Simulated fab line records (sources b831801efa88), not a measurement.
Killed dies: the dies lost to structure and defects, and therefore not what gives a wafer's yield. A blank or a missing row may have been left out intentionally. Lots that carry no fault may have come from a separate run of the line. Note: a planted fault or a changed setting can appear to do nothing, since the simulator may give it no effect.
Which of the tools did it? | flow sky130 | Sampling: 12 lots, 36 wafers, 3 of 708 route steps

== WHAT THE GAUGES SHOWED, per wafer ==
SKY_PASSIVATION_THK_MEAS_03.
lot  | measured     | on            | PASSIVATION_CVD_02_THK (nm)
L796 | day 43 17:51 | film_metro-01 | 543 553 545
L797 | day 44 01:41 | film_metro-04 | 534 544 539
L798 | day 44 10:35 | film_metro-01 | 534 527 533
L799 | day 45 07:03 | film_metro-04 | 537 548 546
L800 | day 45 14:17 | film_metro-01 | 539 547 549
L804 | day 46 18:26 | film_metro-04 | 541 547 548
L809 | day 47 06:01 | film_metro-01 | 536 546 546
L811 | day 47 16:56 | film_metro-02 | 529 532 535
L814 | day 48 14:40 | film_metro-04 | 530 547 550
L815 | day 48 16:12 | film_metro-04 | 538 538 543
L816 | day 48 23:58 | film_metro-02 | 541 533 534
L817 | day 49 00:44 | film_metro-04 | 537 531 547

== EACH LOT AND THE TOOL THAT RAN IT (in order: tool; ch and the chambers of the sampled wafers; start) ==
lot  | SKY_METAL4_SPUTTER_04        | SKY_CAP2M_CVD_00
L796 | pvd_sputter-02, day 39 12:48 | pecvd-04 ch 0,1, day 39 12:51
L797 | pvd_sputter-03, day 39 22:50 | pecvd-02 ch 0,1,2, day 39 22:53
L798 | pvd_sputter-04, day 40 07:55 | pecvd-02 ch 1,2, day 40 07:58
L799 | pvd_sputter-02, day 41 11:47 | pecvd-01 ch 0,1,2, day 41 11:51
L800 | pvd_sputter-03, day 41 15:14 | pecvd-02 ch 1,2, day 41 15:17
L804 | pvd_sputter-04, day 42 21:14 | pecvd-04 ch 1,2, day 42 21:17
L809 | pvd_sputter-04, day 43 15:34 | pecvd-04 ch 0,1, day 43 15:37
L811 | pvd_sputter-02, day 44 01:17 | pecvd-04 ch 0,1,2, day 44 01:20
L814 | pvd_sputter-04, day 45 01:08 | pecvd-01 ch 0,1, day 45 01:11
L815 | pvd_sputter-02, day 45 04:13 | pecvd-04 ch 0,1, day 45 04:16
L816 | pvd_sputter-04, day 45 13:53 | pecvd-01 ch 1,2, day 45 13:56
L817 | pvd_sputter-04, day 45 15:00 | pecvd-01 ch 0,1, day 45 15:03
- SKY_METAL4_SPUTTER_04: material TiN, target thk 70 nm, time 58.3 s.
- SKY_CAP2M_CVD_00: deposits SiO2, target thk 15.5 nm.

== WHAT THE TOOLS THEMSELVES READ (means of the sampled wafers that have a number; where no wafer has one, the mark that the record gives instead) ==
SKY_METAL4_SPUTTER_04.
lot  | tool           | throttle_valve_pct (%)
L796 | pvd_sputter-02 | 30.4
L797 | pvd_sputter-03 | 30.9
L798 | pvd_sputter-04 | 29.4
L799 | pvd_sputter-02 | 30.2
L800 | pvd_sputter-03 | 31.3
L804 | pvd_sputter-04 | 30.3
L809 | pvd_sputter-04 | 30.9
L811 | pvd_sputter-02 | 30.2
L814 | pvd_sputter-04 | 30.9
L815 | pvd_sputter-02 | 30.7
L816 | pvd_sputter-04 | 30.1
L817 | pvd_sputter-04 | 30.4

SKY_CAP2M_CVD_00.
lot  | tool     | heater_power_outer_w (W) | heater_power_w (W)
L796 | pecvd-04 | 378                      | 641
L797 | pecvd-02 | 378                      | 658
L798 | pecvd-02 | 416                      | 723
L799 | pecvd-01 | 428                      | 757
L800 | pecvd-02 | 394                      | 705
L804 | pecvd-04 | 426                      | 712
L809 | pecvd-04 | 396                      | 672
L811 | pecvd-04 | 406                      | 695
L814 | pecvd-01 | 485                      | 813
L815 | pecvd-04 | 427                      | 707
L816 | pecvd-01 | 372                      | 695
L817 | pecvd-01 | 429                      | 755

== THE ANSWER, worked out from the rows above alone ==
Rule: usual is defined by the lots themselves. Put in order of their means at a reading, lots are off if they are a third of the lots or fewer, leave a main group of 4 or more, and stand apart from it by a gap of 3 or more times the standard deviation of the main group's means; of several such gaps the widest counts. If all means in a main group match to the digits the tables above print for the reading, that group is not used. A lot without any number at a reading at which 4 lots or more have one is off too. All remaining lots with rows at the step are treated as sound. Order of review: gauges by route order, followed by the tools' own readings, for which a lot's mean as printed above is used. At the first step where some lot is off, the reading lying furthest off is the one used; lots without a number count as furthest.
No lot is off at any reading shown: from this, nothing can be told.

== WHAT THE SIMULATOR HAD INSERTED ==
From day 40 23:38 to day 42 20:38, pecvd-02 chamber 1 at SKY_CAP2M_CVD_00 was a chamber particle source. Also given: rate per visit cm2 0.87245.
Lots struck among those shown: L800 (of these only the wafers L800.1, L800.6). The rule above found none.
